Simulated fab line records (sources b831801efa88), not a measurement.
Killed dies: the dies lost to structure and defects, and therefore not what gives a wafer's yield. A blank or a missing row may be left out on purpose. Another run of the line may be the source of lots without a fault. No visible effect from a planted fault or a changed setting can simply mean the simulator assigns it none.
fab line records -- flow sky130
record lots=6, wafers=18, last-day=50
route steps=708 shown VIA3@588 METAL4@598
lots that met no fault: from a run of the same line without faults
start-h: hours from the record's first day to the start of the lot's first wafer shown -- wait-h: how many hours have passed since the lot's step before this one -- " same as the row above -- L1.1+2: a single row standing in for several wafers -- - either no value or no given start -- * or withheld: withheld -- < > ~ a bound
route shown NAME@n: a module of which the file shows steps, and the number in the route of the first -- usual: mean/standard deviation of fault-free wafers -- same: alike in all rows -- chamber/n: place in a boat -- sites: readings site by site -- _std_site: standard deviation across them -- _edge_site: the outer-site mean with the inner-site mean subtracted -- radius-mm: for every site, how far away it sits from the centre of the wafer -- mask NAME#n: copy n -- behind: the tool/chamber that last shaped the wafer -- hold: why the lot was held/for how many hours/how that ended -- device: the n, p or np transistor that did not switch -- end of line: at the end of the route, the tests of the same wafers -- where a step has no rows: the recipe by itself -- killed: count of dies lost to structure and defects at first sort (not the wafer's yield) -- map: shows each die of a wafer: x if killed, . if not, _ if none is there
set.NAME: setting as actually run; set.NAME@STEP: the setting as run at that earlier step -- model.NAME: the simulator's own value behind a step, which no gauge read
lots seen at some steps along the route; tables by step, rows by wafer
services: when a tool's chamber went out of use (start-h, in hours from the record's first day, below 0 if earlier), for how many hours, and the reason
## steps
# step SKY_VIA3_ETCH_15
# recipe target=SiO2, chemistry=C4F8/O2/Ar, target-depth-nm=507, stop-on=TiN, mask-material=KrF-thick, source-w=1500, bias-w=1200, pressure-mtorr=40, c4f8-flow-sccm=withheld, O2_flow_sccm=6, Ar_flow_sccm=300, time-s=78
# usual oes-product-au=0.946/0.005, rf-fwd-power-W=1489/5.2
lot.wafer,tool,chamber,start-h,wait-h,oes-product-au,rf-fwd-power-W,rf-hours-counter-h
L240.3,rie-diel-01,1,973.15,0.0,0.944,1493,0
L240.5,rie-diel-01,3,973.15,0.0,0.944,1495,-
L240.6,rie-diel-01,0,973.15,0.0,0.943,1495,-
L249.2,rie-diel-04,0,1020.54,0.0,0.946,1483,9
L249.4,rie-diel-04,1,1020.54,0.0,0.945,1487,24
L249.6,rie-diel-04,0,1020.54,0.0,0.947,1485,-
L250.1,rie-diel-04,3,1023.59,0.0,0.950,1486,8
L250.2,rie-diel-04,0,1023.59,0.0,0.948,1497,10
L250.5,rie-diel-04,2,1023.59,0.0,0.946,1486,-
L251.1,rie-diel-01,2,1027.59,0.0,0.938,1494,24
L251.4,rie-diel-01,3,1027.59,0.0,0.948,1499,18
L251.5,rie-diel-01,1,1027.59,0.0,0.952,1487,-
L258.1,rie-diel-01,2,1075.54,0.0,0.945,1490,26
L258.2,rie-diel-01,0,1075.54,0.0,0.938,1489,12
L258.3,rie-diel-01,1,1075.54,0.0,0.947,1487,3
L260.1,rie-diel-01,3,1086.65,0.0,0.941,1492,20
L260.4,rie-diel-01,1,1086.65,0.0,0.938,1486,4
L260.5,rie-diel-01,3,1086.65,0.0,0.948,1487,-
# step SKY_VIA3_STRIP_16
# recipe chemistry=O2/N2, power-w=1400, pressure-mtorr=1500, platen-temp-c=withheld, o2-flow-sccm=3000, n2-flow-sccm=300, overash-fraction=0.5
# step SKY_VIA3_STRIP_17
# recipe chemistry=post-etch-residue-remover, time-s=1200, temp-c=72.5
# step SKY_VIA3_CLEAN_18
# recipe chemistry=IPA, time-s=180, temp-c=25
# step SKY_VIA3_CLEAN_19
# recipe chemistry=O3/DIW, dry=n2-spin
# step SKY_VIA3_SPUTTER_20
# recipe material=TiN, target-thk-nm=20, chamber-pressure-pa=5, power-w=4000, time-s=80
# step SKY_VIA3_CVD_21
# recipe material=W, target-thk-nm=390, time-s=117.31, temp-c=400, pressure-torr=40
# usual heater-power-w=832/35
lot.wafer,tool,chamber,start-h,wait-h,heater-power-w
L240.3,cvd-w-02,1,973.91,0.1,800
L240.5,cvd-w-02,0,973.91,0.1,825
L240.6,cvd-w-02,1,973.91,0.1,767
L249.2,cvd-w-01,1,1021.30,0.1,855
L249.4,cvd-w-01,1,1021.30,0.1,819
L249.6,cvd-w-01,1,1021.30,0.1,843
L250.1,cvd-w-02,1,1024.30,0.0,777
L250.2,cvd-w-02,0,1024.30,0.0,833
L250.5,cvd-w-02,1,1024.30,0.0,791
L251.1,cvd-w-01,0,1028.30,0.0,877
L251.4,cvd-w-01,0,1028.30,0.0,885
L251.5,cvd-w-01,0,1028.30,0.0,910
L258.1,cvd-w-01,1,1076.25,0.0,840
L258.2,cvd-w-01,0,1076.25,0.0,885
L258.3,cvd-w-01,1,1076.25,0.0,851
L260.1,cvd-w-02,0,1087.37,0.0,842
L260.4,cvd-w-02,0,1087.37,0.0,826
L260.5,cvd-w-02,1,1087.37,0.0,809
# step SKY_VIA3_RS_MEAS_22
# recipe thk-meas-gauge=four-point-probe, reads=W_of_VIA3_CVD_21+TiN_of_VIA3_SPUTTER_20
# usual VIA3_W_RS=0.292/0.0036
lot.wafer,tool,chamber,start-h,wait-h,VIA3_W_RS[ohm/sq]
L240.3,film-metro-01,-,974.04,0.1,0.287
L240.5,film-metro-01,-,974.04,0.1,0.294
L240.6,film-metro-01,-,974.04,0.1,0.288
L249.2,film-metro-01,-,1021.52,0.2,0.295
L249.4,film-metro-01,-,1021.52,0.2,0.294
L249.6,film-metro-01,-,1021.52,0.2,0.298
L250.1,film-metro-02,-,1024.43,0.1,0.289
L250.2,film-metro-02,-,1024.43,0.1,0.292
L250.5,film-metro-02,-,1024.43,0.1,0.293
L251.1,film-metro-01,-,1028.43,0.1,0.288
L251.4,film-metro-01,-,1028.43,0.1,0.289
L251.5,film-metro-01,-,1028.43,0.1,0.288
L258.1,film-metro-02,-,1076.38,0.1,0.294
L258.2,film-metro-02,-,1076.38,0.1,0.287
L258.3,film-metro-02,-,1076.38,0.1,0.295
L260.1,film-metro-04,-,1087.50,0.1,0.291
L260.4,film-metro-04,-,1087.50,0.1,0.289
L260.5,film-metro-04,-,1087.50,0.1,0.289
# step SKY_VIA3_THK_MEAS_23
# recipe thk-meas-gauge=xrf, reads=W_of_VIA3_CVD_21
# usual VIA3_W_THK=403/7.6
lot.wafer,tool,chamber,start-h,wait-h,VIA3_W_THK[nm]
L240.3,film-metro-01,-,974.14,0.1,410
L240.5,film-metro-01,-,974.14,0.1,399
L240.6,film-metro-01,-,974.14,0.1,410
L249.2,film-metro-01,-,1021.63,0.1,390
L249.4,film-metro-01,-,1021.63,0.1,393
L249.6,film-metro-01,-,1021.63,0.1,386
L250.1,film-metro-02,-,1024.55,0.1,401
L250.2,film-metro-02,-,1024.55,0.1,401
L250.5,film-metro-02,-,1024.55,0.1,397
L251.1,film-metro-01,-,1028.55,0.1,397
L251.4,film-metro-01,-,1028.55,0.1,398
L251.5,film-metro-01,-,1028.55,0.1,400
L258.1,film-metro-02,-,1076.50,0.1,402
L258.2,film-metro-02,-,1076.50,0.1,412
L258.3,film-metro-02,-,1076.50,0.1,400
L260.1,film-metro-04,-,1087.62,0.1,406
L260.4,film-metro-04,-,1087.62,0.1,409
L260.5,film-metro-04,-,1087.62,0.1,408
# step SKY_VIA3_CMP_24
# recipe stop-on=SiO2, t-overpolish-s=20, down-force-psi=3.5, platen-rpm=60, target-thk-nm=0, pad-velocity-m-s=0.94248
# usual motor-current-A=10.9/0.85, overpolish-run-s=20.001/0.009, time-to-endpoint-s=96/3.9
lot.wafer,tool,chamber,start-h,wait-h,motor-current-A,overpolish-run-s,time-to-endpoint-s
L240.3,cmp-02,3,974.33,0.2,11.9,20.011,95
L240.5,cmp-02,0,974.33,0.2,11.0,20.005,99
L240.6,cmp-02,1,974.33,0.2,10.7,19.990,94
L249.4,cmp-01,0,1021.68,0.0,11.4,20.006,93
L249.2,cmp-01,2,1021.68,0.0,11.7,20.000,96
L249.6,cmp-01,1,1021.68,0.0,9.7,20.005,98
L250.2,cmp-02,2,1024.66,0.1,10.6,19.993,89
L250.1,cmp-02,0,1024.66,0.1,11.3,20.009,93
L250.5,cmp-02,2,1024.66,0.1,10.8,20.002,93
L251.1,cmp-01,2,1028.61,0.1,11.7,19.986,98
L251.4,cmp-01,3,1028.61,0.1,9.5,19.997,98
L251.5,cmp-01,2,1028.61,0.1,11.3,20.000,98
L258.1,cmp-01,1,1076.61,0.1,9.4,19.996,94
L258.3,cmp-01,2,1076.61,0.1,12.3,20.006,95
L258.2,cmp-01,3,1076.61,0.1,9.8,20.009,102
L260.1,cmp-01,0,1087.68,0.1,11.8,20.003,95
L260.4,cmp-01,2,1087.68,0.1,12.0,19.992,98
L260.5,cmp-01,0,1087.68,0.1,11.2,20.004,97
# step SKY_METAL4_SPUTTER_00
# recipe material=Ti, target-thk-nm=15, power-w=3000, time-s=10, chamber-pressure-pa=0.4
# usual cathode-dc-power-W=3000.1/0.54, chamber-pressure-pa=0.4000/0.00082, throttle-valve-pct=30.2/1.1
lot.wafer,tool,chamber,start-h,wait-h,cathode-dc-power-W,chamber-pressure-pa,throttle-valve-pct
L240.3,pvd-sputter-02,-,974.48,0.1,3000.3,0.4010,29.4
L240.5,pvd-sputter-02,-,974.48,0.1,2999.1,0.3994,29.4
L240.6,pvd-sputter-02,-,974.48,0.1,3001.0,0.4011,31.5
L249.2,pvd-sputter-03,-,1021.98,0.1,3000.1,0.4002,31.9
L249.4,pvd-sputter-03,-,1021.98,0.1,2999.4,0.4022,30.1
L249.6,pvd-sputter-03,-,1021.98,0.1,2999.6,0.4008,29.8
L250.1,pvd-sputter-03,-,1024.91,0.1,3000.2,0.3993,28.5
L250.2,pvd-sputter-03,-,1024.91,0.1,2999.8,0.4011,29.1
L250.5,pvd-sputter-03,-,1024.91,0.1,3000.3,0.3993,31.9
L251.1,pvd-sputter-03,-,1028.91,0.2,3000.5,0.4011,29.9
L251.4,pvd-sputter-03,-,1028.91,0.2,2999.7,0.3996,28.7
L251.5,pvd-sputter-03,-,1028.91,0.2,2998.5,0.4002,30.1
L258.1,pvd-sputter-02,-,1076.86,0.2,3000.0,0.3994,30.6
L258.2,pvd-sputter-02,-,1076.86,0.2,2999.9,0.4000,31.4
L258.3,pvd-sputter-02,-,1076.86,0.2,3000.2,0.3998,29.7
L260.1,pvd-sputter-03,-,1087.98,0.2,3000.6,0.4000,30.1
L260.4,pvd-sputter-03,-,1087.98,0.2,3000.1,0.4006,28.4
L260.5,pvd-sputter-03,-,1087.98,0.2,3000.4,0.3996,28.5
# step SKY_METAL4_SPUTTER_01
# recipe material=TiN, target-thk-nm=20, power-w=6500, time-s=16.7, chamber-pressure-pa=0.4
# step SKY_METAL4_SPUTTER_02
# recipe material=AlCu, target-thk-nm=735, power-w=10600, time-s=39.1, chamber-pressure-pa=0.4
# usual cathode-dc-power-W=10600/2, chamber-pressure-pa=0.3997/0.00084, throttle-valve-pct=30.1/1.1
lot.wafer,tool,chamber,start-h,wait-h,cathode-dc-power-W,chamber-pressure-pa,throttle-valve-pct
L240.3,pvd-sputter-02,-,974.52,0.0,10600,0.4003,29.4
L240.5,pvd-sputter-02,-,974.52,0.0,10602,0.4001,29.1
L240.6,pvd-sputter-02,-,974.52,0.0,10599,0.3990,31.3
L249.2,pvd-sputter-03,-,1022.03,0.0,-,-,-
L249.4,pvd-sputter-03,-,1022.03,0.0,-,-,-
L249.6,pvd-sputter-03,-,1022.03,0.0,-,-,-
L250.1,pvd-sputter-03,-,1024.95,0.0,-,-,-
L250.2,pvd-sputter-03,-,1024.95,0.0,-,-,-
L250.5,pvd-sputter-03,-,1024.95,0.0,-,-,-
L251.1,pvd-sputter-03,-,1028.95,0.0,10597,0.4003,30.1
L251.4,pvd-sputter-03,-,1028.95,0.0,10601,0.4000,28.2
L251.5,pvd-sputter-03,-,1028.95,0.0,10602,0.3984,30.0
L258.1,pvd-sputter-02,-,1076.90,0.0,10600,0.3998,30.6
L258.2,pvd-sputter-02,-,1076.90,0.0,10598,0.3975,31.2
L258.3,pvd-sputter-02,-,1076.90,0.0,10597,0.4002,29.2
L260.1,pvd-sputter-03,-,1088.03,0.0,10597,0.4000,29.5
L260.4,pvd-sputter-03,-,1088.03,0.0,10601,0.4000,28.3
L260.5,pvd-sputter-03,-,1088.03,0.0,10603,0.3998,28.3
# step SKY_METAL4_SPUTTER_03
# recipe material=Ti, target-thk-nm=5, power-w=3000, time-s=3.3, chamber-pressure-pa=0.4
# usual cathode-dc-power-W=2999.9/0.51, chamber-pressure-pa=0.3999/0.00075, throttle-valve-pct=30.1/1.1
lot.wafer,tool,chamber,start-h,wait-h,cathode-dc-power-W,chamber-pressure-pa,throttle-valve-pct
L240.3,pvd-sputter-02,-,974.56,0.0,3000.0,0.3998,29.2
L240.5,pvd-sputter-02,-,974.56,0.0,3001.0,0.3995,29.3
L240.6,pvd-sputter-02,-,974.56,0.0,2999.5,0.4005,30.9
L249.2,pvd-sputter-03,-,1022.07,0.0,3000.5,0.4006,31.9
L249.4,pvd-sputter-03,-,1022.07,0.0,2999.6,0.3992,30.0
L249.6,pvd-sputter-03,-,1022.07,0.0,3000.1,0.4009,29.9
L250.1,pvd-sputter-03,-,1024.99,0.0,3000.0,0.3995,28.2
L250.2,pvd-sputter-03,-,1024.99,0.0,2999.1,0.3996,29.4
L250.5,pvd-sputter-03,-,1024.99,0.0,2999.9,0.3994,32.0
L251.1,pvd-sputter-03,-,1028.99,0.0,3000.0,0.4008,29.9
L251.4,pvd-sputter-03,-,1028.99,0.0,3000.1,0.3989,28.0
L251.5,pvd-sputter-03,-,1028.99,0.0,2999.6,0.4007,29.9
L258.1,pvd-sputter-02,-,1076.94,0.0,2999.4,0.4016,30.6
L258.2,pvd-sputter-02,-,1076.94,0.0,2999.5,0.4014,31.3
L258.3,pvd-sputter-02,-,1076.94,0.0,2999.5,0.3992,29.4
L260.1,pvd-sputter-03,-,1088.06,0.0,3000.1,0.4016,29.7
L260.4,pvd-sputter-03,-,1088.06,0.0,2999.6,0.3997,28.5
L260.5,pvd-sputter-03,-,1088.06,0.0,2999.5,0.4003,28.4
## services
tool,chamber,start-h,hours,kind
cmp-02,-,951.06,21.4,pm
rie-diel-01,1,956.77,-,clean
rie-diel-01,1,956.77,15.3,scheduled-down
rie-diel-01,1,956.77,15.3,vent-cycle
cvd-w-02,-,981.45,2.8,pm
cmp-02,-,990.19,1.6,repair
cvd-w-01,0,1003.38,18.7,repair
pvd-sputter-02,-,1008.85,1.6,repair
cmp-02,-,1011.68,4.4,pm
cmp-01,-,1014.27,4.6,repair
cvd-w-01,-,1025.35,2.8,pm
rie-diel-01,2,1047.04,2.9,repair
cmp-01,-,1052.83,3.3,repair
cmp-02,-,1084.44,4.0,pm
## key
first-sign step=SKY_METAL4_SPUTTER_02, reading=tool-record, direction=missing
effect none on later readings
met-at SKY_METAL4_SPUTTER_02
struck-wafers L249.2,L249.4,L249.6,L250.1,L250.2,L250.5
later-rows-left-out L249.2,L249.4,L249.6,L250.1,L250.2,L250.5
sort-left-out L249.2,L249.4,L249.6,L250.1,L250.2,L250.5
tester-left-out L249,L250
earlier-fault kind=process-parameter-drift, tool=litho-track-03, chamber=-, onset-h=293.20, steps=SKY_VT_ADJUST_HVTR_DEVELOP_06, channel=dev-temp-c, offset=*, shape=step, end-h=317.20, acts-in=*, stated=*
fault kind=skipped-step-whole, tool=pvd-sputter-03, chamber=-, onset-h=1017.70, steps=SKY_METAL4_SPUTTER_02, scope=struck-lots-only
# tester-left-out: of these lots the tester's yield and bins aren't shown, on N5 and GAA mostly nor the transistor test; their killed dies are dies lost to structure and defects alone, not to doping, threshold or leakage, so they don't give the yield
# sort-left-out: the simulated sort isn't trusted on such a fault, so these wafers' sort isn't shown, and their yield isn't known
# later-rows-left-out: the simulator's readings of these wafers behind a module that went badly wrong aren't trusted and aren't shown, but for the sort
